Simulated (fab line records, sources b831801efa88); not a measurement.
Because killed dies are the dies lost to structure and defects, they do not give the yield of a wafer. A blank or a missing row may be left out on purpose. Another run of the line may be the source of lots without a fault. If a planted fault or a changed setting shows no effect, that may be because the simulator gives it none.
Matching of chambers ; flow gf180mcu ; GF_V2_CMP_26 on cmp-01: 4 sister chambers
The step polishes, stops on SiO2, t overpolish 15 s, target thk 0 nm. 8 wafers are shown with their chamber, then 12 later ones without.

== WAFERS PAIRED WITH THEIR CHAMBERS ==
wafer;chamber;motor_current_A (A);time_to_endpoint_s (s)
L086.5;3;10.1;79
L086.6;2;11.1;88
L088.1;3;10.8;83
L088.4;1;11.7;90
L088.5;0;11.0;81
L089.1;1;11.0;93
L089.3;2;11.0;85
L089.5;0;11.2;78

== WAFERS WITH NO CHAMBER GIVEN ==
wafer;motor_current_A (A);time_to_endpoint_s (s)
L094.1;11.8;86
L094.5;11.1;84
L094.6;11.6;86
L094.2;11.0;76
L094.3;10.2;79
L094.4;11.2;84
L095.4;12.3;90
L095.5;11.0;84
L095.6;10.5;83
L097.2;11.2;85
L097.3;9.9;80
L097.5;11.1;91

== EACH ONE'S CHAMBER ==
wafer;from the rows above;in truth
L094.1;can't be placed: 2 or 1 or 0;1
L094.5;can't be placed: 2 or 0 or 3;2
L094.6;can't be placed: 2 or 1 or 0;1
L094.2;can't be placed: 0 or 3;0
L094.3;can't be placed: 3 or 0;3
L094.4;can't be placed: 2 or 0 or 3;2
L095.4;can't be placed: 1 or 2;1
L095.5;can't be placed: 2 or 0 or 3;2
L095.6;can't be placed: 3 or 2 or 0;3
L097.2;can't be placed: 2 or 0 or 3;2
L097.3;can't be placed: 3 or 0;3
L097.5;can't be placed: 1 or 2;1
Correctly placed: 0 of 12. Unplaceable from these rows: 12, with the true chamber sitting among the candidates in 12. Placed wrongly: 0.
How it was worked out, from the rows above alone: a wafer's distance from a chamber is the root of the sum, over the readings, of the square of ((its reading less the chamber's mean) divided by the reading's scatter). If the next closest chamber is less than 2 further off than the closest, the wafer can't be placed; otherwise it belongs to the closest. For every chamber, the mean is computed from those of its wafers that are shown. The scatter is the square root of a quotient: the sum, over the shown wafers, of each reading's squared deviation from its chamber's mean, divided by wafers minus chambers.
